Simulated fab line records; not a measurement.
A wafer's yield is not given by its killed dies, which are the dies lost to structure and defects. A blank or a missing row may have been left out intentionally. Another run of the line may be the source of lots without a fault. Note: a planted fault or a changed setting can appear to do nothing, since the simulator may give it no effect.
fab line records	flow sky130
record: lots: 5	wafers: 15	last_day: 50
route steps=708 shown VT_ADJUST_LVTN@111 VT_ADJUST_NCORE@119 VT_ADJUST_HVTR@131 VT_ADJUST_PCH@143 PAD_OPEN@708
lots that met no fault: from a run of the same line without faults
start_h: hours from the record's opening day to when the first of the lot's shown wafers began	wait_h: hours from the lot's prior step to this one	" same as the row above	L1.1+2: several wafers, shown together as one row	- value missing, or start not given	* or withheld: withheld	< > ~ a bound
route shown NAME@n: NAME is a module with steps in the file, n the number in the route of the first one	usual: mean/standard deviation of fault-free wafers	same: alike in all rows	chamber/n: place in a boat	sites: the reading at each site	_std_site: how widely they spread, as a standard deviation	_edge_site: mean of outer sites minus mean of inner sites	radius_mm: for every site, how far away it sits from the centre of the wafer	mask NAME#n: copy n	behind: the tool/chamber that last shaped the wafer	hold: cause of the lot's hold/its duration in hours/its outcome	device: the n, p or np transistor that did not switch	end of line: the tests these same wafers got at the end of their route	a step without rows: its recipe alone	killed: the dies lost at the first sort to structure and to defects; this is not the yield of the wafer	map: the dies of a wafer, with x for killed, . for not killed, _ for no die there
set.NAME: the run value of the setting; set.NAME@STEP: its run value at that earlier step	model.NAME: the simulator's own value behind a step, which no gauge read
lots seen at some steps along the route; tables by step, rows by wafer
services: a tool's chamber out of use, with start hour (start_h, from the record's first day; less than 0 if before it), hours out, and reason
== steps ==
step: SKY_VT_ADJUST_LVTN_SOFTBAKE_14
recipe: temp_c: 90	time_s: 60	resist: NOVOLAK
step: SKY_VT_ADJUST_LVTN_EXPOSE_15
recipe: mask_id: HVN_STD_DERIVED	na: 0.6	source_shape: conventional	sigma_outer: 0.6	polarization: unpolarized	target_cd_nm: 600	dose_mj: 163
step: SKY_VT_ADJUST_LVTN_PEB_16
recipe: temp_c: withheld	time_s: *	resist: NOVOLAK
step: SKY_VT_ADJUST_LVTN_DEVELOP_17
recipe: resist: NOVOLAK	developer: TMAH	develop_time_s: 60	dev_temp_c: 23
step: SKY_VT_ADJUST_LVTN_OVL_MEAS_18
usual: VT_ADJUST_LVTN_01_OVL: -1.1/1.2
lot.wafer	tool	chamber	start_h	wait_h	VT_ADJUST_LVTN_01_OVL[nm]
L355.1	overlay-02	-	208.80	0.1	1.8
L355.2	"	-	"	"	0.3
L355.5	"	-	"	"	-2.5
L363.2	overlay-01	-	262.11	0.1	-1.4
L363.4	"	-	"	"	-1.8
L363.6	"	-	"	"	-1.7
L364.4	overlay-02	-	279.82	0.1	0.9
L364.5	"	-	"	"	0.5
L364.6	"	-	"	"	1.5
L365.3	overlay-01	-	285.96	0.1	-1.5
L365.4	"	-	"	"	-0.9
L365.6	"	-	"	"	-1.2
L371.1	overlay-01	-	319.20	0.1	-2.0
L371.5	"	-	"	"	-1.1
L371.6	"	-	"	"	-2.5
step: SKY_VT_ADJUST_LVTN_IMPLANT_19
recipe: species: B	energy_kev: 30	dose_cm2: 6.5e+11	tilt_deg: withheld
step: SKY_VT_ADJUST_LVTN_STRIP_20
recipe: chemistry: O2/N2	power_w: 1400	pressure_mtorr: 1500	platen_temp_c: withheld	o2_flow_sccm: 3000	n2_flow_sccm: 300	overash_fraction: 0.5
usual: drypump_motor_current_A: 5.7/0.32	oes_product_au: 0.715/0.0046	strip_time_to_endpoint_s: 14.16/0.036
lot.wafer	tool	chamber	start_h	wait_h	drypump_motor_current_A	oes_product_au	rf_hours_counter_h	strip_time_to_endpoint_s
L355.1	plasma_asher-01	1	208.99	0.1	5.5	0.716	55	14.12
L355.2	"	0	"	"	5.3	0.721	55	14.17
L355.5	"	1	"	"	5.5	0.721	-	14.15
L363.2	plasma_asher-03	0	262.29	0.1	6.2	0.699	42	14.19
L363.4	"	0	"	"	6.3	0.715	-	14.15
L363.6	"	1	"	"	6.2	0.708	-	14.22
L364.4	plasma_asher-01	1	280.02	0.1	5.5	0.711	-	14.21
L364.5	"	0	"	"	5.3	0.714	-	14.16
L364.6	"	1	"	"	5.5	0.722	-	14.18
L365.3	plasma_asher-01	0	286.17	0.1	5.3	0.719	-	14.16
L365.4	"	1	"	"	5.5	0.715	-	14.17
L365.6	"	0	"	"	5.3	0.713	-	14.17
L371.1	plasma_asher-01	0	319.39	0.1	5.3	0.718	66	14.19
L371.5	"	0	"	"	5.3	0.720	-	14.14
L371.6	"	1	"	"	5.5	0.714	-	14.17
step: SKY_VT_ADJUST_LVTN_TW_MEAS_21
usual: VT_ADJUST_LVTN_2_TW: 189.5/1.9
lot.wafer	tool	chamber	start_h	wait_h	VT_ADJUST_LVTN_2_TW
L355.1	film_metro-01	-	209.09	0.1	186.9
L355.2	"	-	"	"	187.1
L355.5	"	-	"	"	186.5
L363.2	film_metro-03	-	262.40	0.1	192.0
L363.4	"	-	"	"	191.2
L363.6	"	-	"	"	191.7
L364.4	film_metro-02	-	280.12	0.1	188.9
L364.5	"	-	"	"	189.7
L364.6	"	-	"	"	190.4
L365.3	film_metro-01	-	286.26	0.1	186.1
L365.4	"	-	"	"	187.5
L365.6	"	-	"	"	186.5
L371.1	film_metro-01	-	319.49	0.1	188.7
L371.5	"	-	"	"	188.7
L371.6	"	-	"	"	187.7
step: SKY_VT_ADJUST_NCORE_DEHYDRATE_00
recipe: temp_c: 200	time_s: 60
step: SKY_VT_ADJUST_NCORE_HMDS_01
recipe: prime_time_s: 60	prime_temp_c: 120
step: SKY_VT_ADJUST_NCORE_COAT_02
recipe: resist: NOVOLAK	spin_rpm: 3000	resist_thk_nm: 1140
step: SKY_VT_ADJUST_NCORE_SOFTBAKE_03
recipe: temp_c: 90	time_s: 60	resist: NOVOLAK
step: SKY_VT_ADJUST_NCORE_EXPOSE_04
recipe: mask_id: LVTN_COMPLEMENT_THIN	na: 0.6	source_shape: conventional	sigma_outer: 0.6	polarization: unpolarized	target_cd_nm: 380	dose_mj: 139
lot.wafer	tool	chamber	start_h	wait_h	mask
L355.1+2+5	iline_stepper-02	0	219.74	-	HVTRM#0
L363.2+4+6	iline_stepper-01	0	273.97	-	LVTN_COMPLEMENT_THIN#0
L364.4+5+6	iline_stepper-01	0	292.41	-	LVTN_COMPLEMENT_THIN#0
L365.3+4+6	iline_stepper-02	0	298.27	-	LVTN_COMPLEMENT_THIN#0
L371.1+5+6	iline_stepper-01	0	332.98	-	LVTN_COMPLEMENT_THIN#0
step: SKY_VT_ADJUST_NCORE_PEB_05
recipe: temp_c: withheld	time_s: *	resist: NOVOLAK
step: SKY_VT_ADJUST_NCORE_DEVELOP_06
recipe: resist: NOVOLAK	developer: TMAH	develop_time_s: 60	dev_temp_c: 23
step: SKY_VT_ADJUST_NCORE_CD_MEAS_07
recipe: target_cd_nm: 380
usual: cd_nm: 379.8/3
lot.wafer	tool	chamber	start_h	wait_h	cd_nm
L355.1	cd_sem-02	-	231.35	0.1	-
L355.2	"	-	"	"	-
L355.5	"	-	"	"	-
L363.2	cd_sem-02	-	285.73	0.1	383.4
L363.4	"	-	"	"	384.0
L363.6	"	-	"	"	383.0
L364.4	cd_sem-02	-	304.31	0.1	378.4
L364.5	"	-	"	"	378.7
L364.6	"	-	"	"	379.5
L365.3	cd_sem-02	-	310.58	0.2	375.8
L365.4	"	-	"	"	377.4
L365.6	"	-	"	"	376.0
L371.1	cd_sem-02	-	345.00	0.1	380.2
L371.5	"	-	"	"	377.3
L371.6	"	-	"	"	382.0
step: SKY_VT_ADJUST_NCORE_OVL_MEAS_08
usual: VT_ADJUST_NCORE_OVL: 0.3/1.5
lot.wafer	tool	chamber	start_h	wait_h	VT_ADJUST_NCORE_OVL[nm]
L355.1	overlay-02	-	231.47	0.1	-
L355.2	"	-	"	"	-
L355.5	"	-	"	"	-
L363.2	overlay-01	-	285.84	0.1	0.6
L363.4	"	-	"	"	2.9
L363.6	"	-	"	"	3.0
L364.4	overlay-01	-	304.39	0.1	0.4
L364.5	"	-	"	"	1.7
L364.6	"	-	"	"	0.7
L365.3	overlay-02	-	310.67	0.1	0.8
L365.4	"	-	"	"	1.3
L365.6	"	-	"	"	-0.2
L371.1	overlay-01	-	345.12	0.1	-1.2
L371.5	"	-	"	"	0.6
L371.6	"	-	"	"	1.2
step: SKY_VT_ADJUST_NCORE_IMPLANT_09
recipe: species: B	energy_kev: 10	dose_cm2: 2.4e+12	tilt_deg: withheld
step: SKY_VT_ADJUST_NCORE_STRIP_10
recipe: chemistry: O2/N2	power_w: 1400	pressure_mtorr: 1500	platen_temp_c: withheld	o2_flow_sccm: 3000	n2_flow_sccm: 300	overash_fraction: 0.5
usual: drypump_motor_current_A: 5.6/0.4	oes_product_au: 0.715/0.0047	strip_time_to_endpoint_s: 14.18/0.043
lot.wafer	tool	chamber	start_h	wait_h	drypump_motor_current_A	oes_product_au	rf_hours_counter_h	strip_time_to_endpoint_s
L355.1	plasma_asher-02	0	231.66	0.1	5.2	0.716	12	14.17
L355.2	"	1	"	"	6.2	0.713	12	14.23
L355.5	"	0	"	"	5.1	0.708	-	14.19
L363.2	plasma_asher-02	1	286.02	0.1	6.2	0.708	18	14.13
L363.4	"	1	"	"	6.2	0.714	-	14.14
L363.6	"	1	"	"	6.2	0.711	-	14.12
L364.4	plasma_asher-01	0	304.59	0.1	5.3	0.725	-	14.11
L364.5	"	1	"	"	5.5	0.717	-	14.18
L364.6	"	0	"	"	5.3	0.717	-	14.14
L365.3	plasma_asher-01	0	310.88	0.1	5.3	0.705	-	14.22
L365.4	"	1	"	"	5.5	0.722	-	14.24
L365.6	"	0	"	"	5.3	0.710	-	14.18
L371.1	plasma_asher-01	1	345.31	0.1	5.5	0.712	69	14.10
L371.5	"	1	"	"	5.5	0.712	-	14.12
L371.6	"	0	"	"	5.3	0.717	-	14.05
step: SKY_VT_ADJUST_NCORE_TW_MEAS_11
usual: VT_ADJUST_NCORE_TW: 219/3.1
lot.wafer	tool	chamber	start_h	wait_h	VT_ADJUST_NCORE_TW
L355.1	film_metro-04	-	231.76	0.1	30
L355.2	"	-	"	"	30
L355.5	"	-	"	"	30
L363.2	film_metro-02	-	286.13	0.1	223
L363.4	"	-	"	"	222
L363.6	"	-	"	"	221
L364.4	film_metro-03	-	304.69	0.1	223
L364.5	"	-	"	"	223
L364.6	"	-	"	"	224
L365.3	film_metro-04	-	310.97	0.1	215
L365.4	"	-	"	"	218
L365.6	"	-	"	"	217
L371.1	film_metro-03	-	345.41	0.1	223
L371.5	"	-	"	"	224
L371.6	"	-	"	"	223
step: SKY_VT_ADJUST_HVTR_DEHYDRATE_00
recipe: temp_c: 200	time_s: 60
step: SKY_VT_ADJUST_HVTR_HMDS_01
recipe: prime_time_s: 60	prime_temp_c: 120
step: SKY_VT_ADJUST_HVTR_COAT_02
recipe: resist: NOVOLAK	spin_rpm: 3000	resist_thk_nm: 1140
step: SKY_VT_ADJUST_HVTR_SOFTBAKE_03
recipe: temp_c: 90	time_s: 60	resist: NOVOLAK
step: SKY_VT_ADJUST_HVTR_EXPOSE_04
recipe: mask_id: HVTRM	target_cd_nm: 380	na: 0.6	source_shape: conventional	sigma_outer: 0.6	dose_mj: 150
step: SKY_VT_ADJUST_HVTR_PEB_05
recipe: temp_c: withheld	time_s: *	resist: NOVOLAK
step: SKY_VT_ADJUST_HVTR_DEVELOP_06
recipe: develop_time_s: 60	dev_temp_c: 23
step: SKY_VT_ADJUST_HVTR_CD_MEAS_07
recipe: target_cd_nm: 380
usual: cd_nm: 380.5/2.1
lot.wafer	tool	chamber	start_h	wait_h	cd_nm
L355.1	cd_sem-02	-	255.45	0.1	382.8
L355.2	"	-	"	"	382.6
L355.5	"	-	"	"	381.4
L363.2	cd_sem-02	-	310.80	0.2	378.6
L363.4	"	-	"	"	376.4
L363.6	"	-	"	"	377.6
L364.4	cd_sem-02	-	330.72	0.1	381.3
L364.5	"	-	"	"	380.7
L364.6	"	-	"	"	381.2
L365.3	cd_sem-02	-	336.50	0.1	379.7
L365.4	"	-	"	"	380.3
L365.6	"	-	"	"	379.6
L371.1	cd_sem-01	-	372.81	0.1	382.0
L371.5	"	-	"	"	381.9
L371.6	"	-	"	"	381.3
step: SKY_VT_ADJUST_HVTR_OVL_MEAS_08
usual: VT_ADJUST_HVTR_OVL: 0.3/1.6
lot.wafer	tool	chamber	start_h	wait_h	VT_ADJUST_HVTR_OVL[nm]
L355.1	overlay-02	-	255.57	0.1	0.3
L355.2	"	-	"	"	-0.9
L355.5	"	-	"	"	-1.9
L363.2	overlay-01	-	310.91	0.1	0.9
L363.4	"	-	"	"	1.0
L363.6	"	-	"	"	1.7
L364.4	overlay-02	-	330.80	0.1	1.1
L364.5	"	-	"	"	1.2
L364.6	"	-	"	"	1.1
L365.3	overlay-01	-	336.60	0.1	1.4
L365.4	"	-	"	"	0.1
L365.6	"	-	"	"	-0.4
L371.1	overlay-01	-	372.96	0.1	1.6
L371.5	"	-	"	"	0.7
L371.6	"	-	"	"	1.2
step: SKY_VT_ADJUST_HVTR_IMPLANT_09
recipe: species: B	energy_kev: 10	dose_cm2: 2.1e+12	tilt_deg: withheld
step: SKY_VT_ADJUST_HVTR_STRIP_10
recipe: chemistry: O2/N2	power_w: 1400	pressure_mtorr: 1500	platen_temp_c: withheld	o2_flow_sccm: 3000	n2_flow_sccm: 300	overash_fraction: 0.5
usual: drypump_motor_current_A: 5.7/0.45	oes_product_au: 0.716/0.0048	strip_time_to_endpoint_s: 14.16/0.03
lot.wafer	tool	chamber	start_h	wait_h	drypump_motor_current_A	oes_product_au	rf_hours_counter_h	strip_time_to_endpoint_s
L355.1	plasma_asher-01	0	255.76	0.1	5.3	0.715	60	14.17
L355.2	"	1	"	"	5.5	0.718	60	14.14
L355.5	"	1	"	"	5.5	0.705	-	14.16
L363.2	plasma_asher-01	1	311.09	0.1	5.5	0.718	65	14.20
L363.4	"	1	"	"	5.5	0.720	-	14.24
L363.6	"	1	"	"	5.5	0.709	-	14.19
L364.4	plasma_asher-03	1	331.00	0.1	6.2	0.712	-	14.15
L364.5	"	1	"	"	6.2	0.714	-	14.14
L364.6	"	0	"	"	6.2	0.717	-	14.16
L365.3	plasma_asher-02	0	336.80	0.1	5.1	0.712	-	14.15
L365.4	"	1	"	"	6.2	0.716	-	14.15
L365.6	"	0	"	"	5.2	0.725	-	14.17
L371.1	plasma_asher-02	1	373.14	0.1	6.2	0.718	25	14.13
L371.5	"	1	"	"	6.2	0.715	-	14.11
L371.6	"	0	"	"	5.1	0.718	-	14.14
step: SKY_VT_ADJUST_HVTR_TW_MEAS_11
usual: VT_ADJUST_HVTR_TW: 210.9/2.5
lot.wafer	tool	chamber	start_h	wait_h	VT_ADJUST_HVTR_TW
L355.1	film_metro-03	-	255.86	0.1	266.8
L355.2	"	-	"	"	266.5
L355.5	"	-	"	"	268.6
L363.2	film_metro-03	-	311.20	0.1	214.1
L363.4	"	-	"	"	213.5
L363.6	"	-	"	"	214.3
L364.4	film_metro-01	-	331.10	0.1	212.0
L364.5	"	-	"	"	211.6
L364.6	"	-	"	"	211.9
L365.3	film_metro-04	-	336.89	0.1	208.8
L365.4	"	-	"	"	208.4
L365.6	"	-	"	"	209.8
L371.1	film_metro-04	-	373.24	0.1	208.9
L371.5	"	-	"	"	209.6
L371.6	"	-	"	"	209.6
step: SKY_VT_ADJUST_PCH_DEHYDRATE_00
recipe: temp_c: 200	time_s: 60
step: SKY_PAD_OPEN_PROBE_99
lot.wafer	tool	chamber	start_h	wait_h	model.etest.pfet_16v.r_on_ohm_um	model.etest.nfet_16v.r_on_ohm_um	model.etest.pfet_g5v0d10v5.r_on_ohm_um	model.etest.tip_p.rs_ohm_sq	model.etest.pfet_01v8.r_on_ohm_um	model.etest.res_pwell_under_gate.rs_ohm_sq	model.etest.nfet_g5v0d10v5.r_on_ohm_um	model.etest.tip_p_5v.rs_ohm_sq
L355.1	prober-02	-	1119.43	0.1	1.803e+04	1.103e+04	6035	7836	3399	2609	1596	3111
L355.2	prober-02	-	1119.48	0.1	1.762e+04	1.086e+04	5943	7800	3417	2617	1580	3114
L355.5	prober-02	-	1119.63	0.2	1.807e+04	1.107e+04	6090	7838	3402	2609	1614	3104
L363.2	prober-02	-	1154.12	0.1	1.496e+04	1.421e+04	4759	6986	2992	2302	1880	2817
L363.4	prober-02	-	1154.22	0.2	1.525e+04	1.441e+04	4794	6961	2940	2301	1910	2818
L363.6	prober-02	-	1154.32	0.2	1.492e+04	1.41e+04	4761	6962	3004	2296	1871	2811
L364.4	prober-01	-	1180.21	0.2	1.518e+04	1.408e+04	4872	6801	2948	2294	1909	2906
L364.5	prober-01	-	1180.26	0.2	1.496e+04	1.403e+04	4768	6798	2949	2296	1900	2871
L364.6	prober-01	-	1180.31	0.2	1.508e+04	1.409e+04	4784	6811	2908	2282	1887	2860
L365.3	prober-01	-	1181.66	0.2	1.51e+04	1.424e+04	4801	6921	2943	2282	1878	2841
L365.4	prober-01	-	1181.71	0.2	1.507e+04	1.412e+04	4759	6985	2933	2260	1870	2832
L365.6	prober-01	-	1181.81	0.2	1.529e+04	1.414e+04	4800	6936	2904	2283	1908	2852
L371.1	prober-02	-	1195.44	0.1	1.517e+04	1.404e+04	4738	6892	2828	2270	1873	2841
L371.5	prober-02	-	1195.64	0.2	1.5e+04	1.41e+04	4656	6833	2829	2243	1868	2836
L371.6	prober-02	-	1195.69	0.2	1.492e+04	1.394e+04	4659	6869	2824	2262	1879	2828
killed by level:class
L363.2 CONTACT:geometric_particle:open=15 VIA1:geometric_particle:open=8 POLY_GATE:geometric_particle:short=7 VIA2:geometric_particle:open=7 LI_CONTACT:geometric_particle:open=6 VIA1:geometric_particle:short=6 FIELD_ISO:geometric_particle:short=5 METAL2:geometric_particle:short=5
L363.4 LI_CONTACT:geometric_particle:open=11 FIELD_ISO:geometric_particle:short=8 CONTACT:geometric_particle:open=7 VIA1:geometric_particle:open=7 METAL1:geometric_particle:short=6 VIA3:geometric_particle:open=5 CONTACT:geometric_particle:short=5 VIA2:geometric_particle:short=5
L363.6 CONTACT:geometric_particle:open=13 VIA2:geometric_particle:open=9 METAL1:geometric_particle:short=7 VIA1:geometric_particle:short=7 CONTACT:geometric_particle:short=6 VIA3:geometric_particle:open=6 FIELD_ISO:geometric_particle:short=5 POLY_GATE:geometric_particle:short=5
L364.4 VIA1:geometric_particle:open=11 CONTACT:geometric_particle:open=8 LI_CONTACT:geometric_particle:open=6 VIA2:geometric_particle:open=6 METAL1:geometric_particle:short=6 VIA3:geometric_particle:open=6 FIELD_ISO:geometric_particle:short=5 LI_CONTACT:geometric_particle:short=4
L364.5 POLY_GATE:geometric_particle:open=9 CONTACT:geometric_particle:open=9 VIA1:geometric_particle:open=6 VIA2:geometric_particle:open=6 POLY_GATE:geometric_particle:short=5 LI_CONTACT:geometric_particle:open=4 CONTACT:geometric_particle:short=4 VIA3:geometric_particle:short=4
L364.6 VIA1:geometric_particle:open=8 CONTACT:geometric_particle:open=8 VIA2:geometric_particle:open=7 VIA3:geometric_particle:open=7 METAL1:geometric_particle:short=6 LOCAL_INTERCONNECT:geometric_particle:short=5 CONTACT:geometric_particle:short=5 VIA1:geometric_particle:short=4
L365.3 LI_CONTACT:geometric_particle:short=7 VIA3:geometric_particle:open=7 VIA1:geometric_particle:open=6 POLY_GATE:geometric_particle:open=5 LI_CONTACT:geometric_particle:open=5 VIA2:geometric_particle:open=5 VIA3:geometric_particle:short=5 POLY_GATE:geometric_particle:short=4
L365.4 LI_CONTACT:geometric_particle:open=9 METAL2:geometric_particle:short=8 VIA2:geometric_particle:open=8 VIA1:geometric_particle:open=7 CONTACT:geometric_particle:open=6 POLY_GATE:geometric_particle:open=5 POLY_GATE:geometric_particle:short=5 VIA3:geometric_particle:open=5
L365.6 VIA2:geometric_particle:open=15 CONTACT:geometric_particle:open=14 VIA1:geometric_particle:open=9 LI_CONTACT:geometric_particle:open=7 LOCAL_INTERCONNECT:geometric_particle:short=7 VIA3:geometric_particle:open=4 METAL2:geometric_particle:short=4 VIA3:geometric_particle:short=4
L371.1 VIA1:geometric_particle:open=12 METAL1:geometric_particle:short=9 LI_CONTACT:geometric_particle:open=7 CONTACT:geometric_particle:open=7 FIELD_ISO:geometric_particle:open=6 METAL4:geometric_particle:short=6 FIELD_ISO:geometric_particle:short=5 VIA3:geometric_particle:open=5
L371.5 LI_CONTACT:geometric_particle:open=10 VIA2:geometric_particle:short=9 METAL1:geometric_particle:short=7 VIA1:geometric_particle:open=7 FIELD_ISO:geometric_particle:open=6 LI_CONTACT:geometric_particle:short=6 METAL2:geometric_particle:short=6 CONTACT:geometric_particle:open=5
L371.6 VIA1:geometric_particle:open=12 CONTACT:geometric_particle:open=11 METAL1:geometric_particle:short=9 LI_CONTACT:geometric_particle:open=8 VIA2:geometric_particle:open=7 FIELD_ISO:geometric_particle:short=6 CONTACT:geometric_particle:short=5 POLY_GATE:geometric_particle:open=3
== services ==
tool	chamber	start_h	hours	kind
plasma_asher-01	-	205.48	0.9	repair
iline_stepper-02	-	229.03	1.7	pm
plasma_asher-02	-	328.95	5.1	repair
iline_stepper-02	0	334.76	-	calibration
plasma_asher-02	-	343.80	2.8	pm
iline_stepper-01	0	362.71	-	calibration
== key ==
first_sign: step: SKY_VT_ADJUST_NCORE_EXPOSE_04	reading: mask	direction: changed
effect: step: SKY_VT_ADJUST_NCORE_CD_MEAS_07	reading: cd_nm	direction: missing
effect: step: SKY_VT_ADJUST_NCORE_OVL_MEAS_08	reading: VT_ADJUST_NCORE_OVL	direction: missing
effect: step: SKY_VT_ADJUST_NCORE_TW_MEAS_11	reading: VT_ADJUST_NCORE_TW	direction: down	sigmas: 61	usual: 219	struck: 30
effect: step: SKY_VT_ADJUST_HVTR_TW_MEAS_11	reading: VT_ADJUST_HVTR_TW	direction: up	sigmas: 23	usual: 210.9	struck: 267.3
model_effect: step: SKY_PAD_OPEN_PROBE_99	value: etest.pfet_16v.r_on_ohm_um	without: 1.474e+04	struck: 1.79e+04
met_at SKY_VT_ADJUST_NCORE_EXPOSE_04
struck_wafers L355.1,L355.2,L355.5
sort_left_out L355.1,L355.2,L355.5
tester_left_out L355
fault: kind: wrong_mask	tool: any	chamber: -	onset_h: 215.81	steps: SKY_VT_ADJUST_NCORE_EXPOSE_04	aux_copy: HVTRM#0	scope: struck_lots_only
tester_left_out: of these lots the tester's yield and bins aren't shown, on N5 and GAA mostly nor the transistor test; their killed dies are dies lost to structure and defects alone, not to doping, threshold or leakage, so they don't give the yield
sort_left_out: the simulated sort isn't trusted on such a fault, so these wafers' sort isn't shown, and their yield isn't known
